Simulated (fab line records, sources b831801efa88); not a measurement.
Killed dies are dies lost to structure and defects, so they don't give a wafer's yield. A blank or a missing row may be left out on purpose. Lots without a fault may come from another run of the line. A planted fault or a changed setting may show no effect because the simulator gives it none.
Problem report in the 8D (eight disciplines) form, filled by code | flow sky130 | the parts of the form that need people (team, actions taken, sign-off) are left out

1. THE PROBLEM
oes_product_au at SKY_NWELL_STRIP_14 reads a mean of 0.798 a.u. on 3 wafers of 2 lots; wafers without a fault read 0.722 a.u. with a standard deviation of 0.004. That is +19 standard deviations from the usual mean.
The step: strips in O2/N2.
First seen on wafer L788.4, day 6 06:44, on plasma_asher-03. The record holds 42 wafers of 14 lots with a number at this step. Rule for "out", or "out of limits": more than 4 standard deviations from the usual mean. The other wafers with a number count as sound.

2. WHAT IT IS AND WHAT IT IS NOT
question                    | is                     | is not
which readings at this step | oes_product_au         | drypump_motor_current_A, strip_time_to_endpoint_s
which lots                  | L788, L790             | L783, L784, L785, L795, L796, L798, L800, L801, L802, L803, L804, L805
which wafers of those lots  | L788.4, L790.3, L790.6 | L788.3, L788.6, L790.1
read on which tools         | plasma_asher-03        | plasma_asher-01, plasma_asher-02
when                        | from day 6 06:44       | up to then (11 sound wafers); but 28 sound wafers of L790, L795, L796, L798, L800, L801, L802, L803, L804, L805 came after

3. SUSPECTS, AND WHAT RULES EACH OUT
Counting: a tool at a process step up to the reading stays a suspect if it ran every lot that is out. Sound lots after the first of them don't rule it out here, since some wafers of a struck lot are sound.
- plasma_asher-03 at SKY_NWELL_STRIP_14 (strips in O2/N2): kept. It ran every lot that is out, first L788 (day 6 06:44); its last sound lot up to then is L785 (day 5 11:16). Its own readings are out on those wafers: oes_product_au.
- Within plasma_asher-03 at SKY_NWELL_STRIP_14: the wafers that are out ran in chamber 1; their sound lot-mates ran in chamber 0.
Left after counting: plasma_asher-03 at SKY_NWELL_STRIP_14.

4. THE CAUSE (what the simulator had put in)
Process parameter drift: plasma_asher-03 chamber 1, from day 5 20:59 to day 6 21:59, at SKY_NWELL_STRIP_14. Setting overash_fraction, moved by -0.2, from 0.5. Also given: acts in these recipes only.
Counting left only this tool.

5. THE CHAIN OF EFFECTS, in route order
Each row: a reading whose mean over the struck wafers that have a number lies more than 3 standard deviations from the usual. Only readings for which the record gives a usual standard deviation are gone through. hours: the time from each lot's start at the first step in this table that gives one to its start at this step, as a median over the lots. sigmas: the change in usual standard deviations.
hours | step               | reading        | usual      | on struck wafers | change | sigmas
0     | SKY_NWELL_STRIP_14 | oes_product_au | 0.722 a.u. | 0.798            | +0.076 | +19
The process steps in it:
- SKY_NWELL_STRIP_14: strips in O2/N2.

6. WHAT WOULD HAVE CAUGHT IT SOONER
In this record the first reading out of limits was taken at day 6 06:44, 10 hours after the fault began at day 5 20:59.
